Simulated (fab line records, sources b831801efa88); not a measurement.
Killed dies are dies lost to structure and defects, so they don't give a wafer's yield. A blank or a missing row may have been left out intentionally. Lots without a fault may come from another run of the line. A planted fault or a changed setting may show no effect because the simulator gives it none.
8D (eight disciplines) problem report, filled in by code + flow gf180mcu + the parts of the form that need people (team, actions taken, sign-off) are left out

## 1. THE PROBLEM
Wafers without a fault read 6499.7 W, standard deviation 1.2; cathodeDcPowerW at GF_M3_SPUTTER_04 reads a mean of 10097.0 W on 2 wafers belonging to 2 lots. So: +99 or more standard deviations from the usual mean.
The step: material TiN, target thk 50 nm, time 41.7 s.
First seen on wafer L859.1, day 22 03:07, on pvdSputter-03. The record holds 36 wafers of 12 lots with a number at this step. By rule, "out" or "out of limits" means more than 4 standard deviations away from the usual mean. The rest of the wafers with a number are treated as sound.

## 2. WHAT IT IS, AND WHAT IT ISN'T
| question                    | is                | is not                                                                                                         |
|-----------------------------|-------------------|----------------------------------------------------------------------------------------------------------------|
| which readings at this step | cathodeDcPowerW   | throttleValvePct                                                                                               |
| which lots                  | L859, L860        | L855, L856, L857, L864, L868, L869, L873, L874, L876, L877                                                     |
| which wafers of those lots  | L859.1, L860.1    | L859.3, L859.5, L860.3, L860.4                                                                                 |
| read on which tools         | pvdSputter-03     | pvdSputter-02                                                                                                  |
| when                        | from day 22 03:07 | up to then (11 sound wafers); but 23 sound wafers of L860, L864, L868, L869, L873, L874, L876, L877 came after |

## 3. WHAT RULES OUT EACH SUSPECT
Counting: a tool at a process step up to the reading stays a suspect if it ran every lot that is out. Sound lots after the first of them don't rule it out here, since some wafers of a struck lot are sound.
- cmp-02 at GF_V2_CMP_26 (polishes, stops on SiO2, t overpolish 15 s, target thk 0 nm): kept. Ran every lot that is out, first one L859 (day 22 02:38); last sound lot up to then L856 (day 21 05:10).
- pvdSputter-03 at GF_M3_SPUTTER_00 (material Ti, target thk 37.5 nm, time 150 s): kept. Ran every lot that is out, first one L859 (day 22 02:56); last sound lot up to then L857 (day 21 09:16).
- pvdSputter-03 at GF_M3_SPUTTER_02 (material AlCu, target thk 450 nm, time 23.9 s): kept. Ran every lot that is out, first one L859 (day 22 03:04); last sound lot up to then L857 (day 21 09:23).
- pvdSputter-03 at GF_M3_SPUTTER_04 (material TiN, target thk 50 nm, time 41.7 s): kept. Ran every lot that is out, first one L859 (day 22 03:07); last sound lot up to then L857 (day 21 09:26). Its own cathodeDcPowerW readings are out on those wafers.
- cmp-02, GF_V2_CMP_26: wafers that are out in chamber 3, sound lot-mates in chambers 0, 1, 2.
Left after counting: cmp-02 at GF_V2_CMP_26, pvdSputter-03 at GF_M3_SPUTTER_00, pvdSputter-03 at GF_M3_SPUTTER_02, pvdSputter-03 at GF_M3_SPUTTER_04.

## 4. THE CAUSE (what the simulator had put in)
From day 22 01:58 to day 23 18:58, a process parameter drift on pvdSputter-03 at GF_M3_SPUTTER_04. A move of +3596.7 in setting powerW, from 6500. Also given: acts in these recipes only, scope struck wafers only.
Counting leaves 4 suspects; this tool is one of them.

## 5. THE EFFECT CHAIN, in route order
Rows list readings where the struck wafers' mean (over those with a number) sits beyond 3 standard deviations from the usual. Scope: only readings with a usual standard deviation given in the record; hours: median across lots of the time from each lot's start at the first step in this table that gives one to its start at this step; sigmas: change in usual standard deviations.
| hours | step             | reading         | usual    | on struck wafers | change  | sigmas      |
|-------|------------------|-----------------|----------|------------------|---------|-------------|
| 0     | GF_M3_SPUTTER_04 | cathodeDcPowerW | 6499.7 W | 10097.0          | +3597.3 | +99 or more |
It contains these process steps:
- GF_M3_SPUTTER_04: material TiN, target thk 50 nm, time 41.7 s.
Later steps that measure or inspect, where all struck wafers having a row at the step show a number for every such reading and not one has moved that far: GF_M3_THK_MEAS_06.

## 6. WHAT WOULD HAVE CAUGHT IT SOONER
In this record the first reading out of limits was taken at day 22 03:07, 1 hour after the fault began at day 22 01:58.
